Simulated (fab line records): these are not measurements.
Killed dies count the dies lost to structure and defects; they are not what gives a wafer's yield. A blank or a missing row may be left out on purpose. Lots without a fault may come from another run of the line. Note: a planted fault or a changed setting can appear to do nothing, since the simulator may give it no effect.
One fault through the eyes of 2 desks + flow gf180mcu + numbers are kept per desk, each desk with only its own; the story behind them comes last

## THE METROLOGY DESK
Lot by lot, what the gauges showed, no matter which tool ran the lot: averages of those sampled wafers that carry a number. A lot is out of limits, marked OUT, if its mean lies more than 4 standard deviations from the usual mean; the brackets give that distance.
Columns: A = cd nm at GF_M1_CD_MEAS_14, usual 230.0 nm; B = M1_OVL at GF_M1_OVL_MEAS_15, usual 3 nm; C = V1_CVD_00_THK at GF_V1_THK_MEAS_01, usual 605 nm; D = V1_CVD_02_THK at GF_V1_THK_MEAS_03, usual 849 nm
| lot  | first seen here | A     | B  | C   | D   |
|------|-----------------|-------|----|-----|-----|
| L755 | day 19 17:53    | 229.7 | 8  | 610 | 861 |
| L757 | day 20 16:06    | 230.8 | 4  | 611 | 844 |
| L762 | day 22 17:28    | 230.2 | 9  | 594 | 849 |
| L764 | day 22 22:20    | 229.2 | 2  | 606 | 861 |
| L765 | day 23 12:52    | 230.3 | 5  | 604 | 864 |
| L767 | day 23 21:58    | 230.6 | -4 | 596 | 857 |
Result from this desk: across the 6 lots, nothing is out of limits.

## THE TOOL OWNER'S DESK: pecvd-01
The tool's own readings at GF_V1_CVD_02 (deposits SiO2 from TEOS, target thk 850 nm, time 94.851 s): means of the sampled wafers that have a number, for each lot that ran on this tool. A lot is out of limits, marked OUT, if its mean lies more than 4 standard deviations from the usual mean; the brackets give that distance.
Columns: A = heater power w at GF_V1_CVD_02, usual 657 W
| lot  | first seen here | A   |
|------|-----------------|-----|
| L755 | day 19 18:49    | 582 |
| L764 | day 22 23:25    | 569 |
| L765 | day 23 13:46    | 623 |
Result from this desk: across the 3 lots, nothing is out of limits.

## BROUGHT TOGETHER
Nothing out of limits was seen by the metrology desk.
The tool owner's desk saw nothing out of limits.

## WHAT THE SIMULATOR HAD PUT IN
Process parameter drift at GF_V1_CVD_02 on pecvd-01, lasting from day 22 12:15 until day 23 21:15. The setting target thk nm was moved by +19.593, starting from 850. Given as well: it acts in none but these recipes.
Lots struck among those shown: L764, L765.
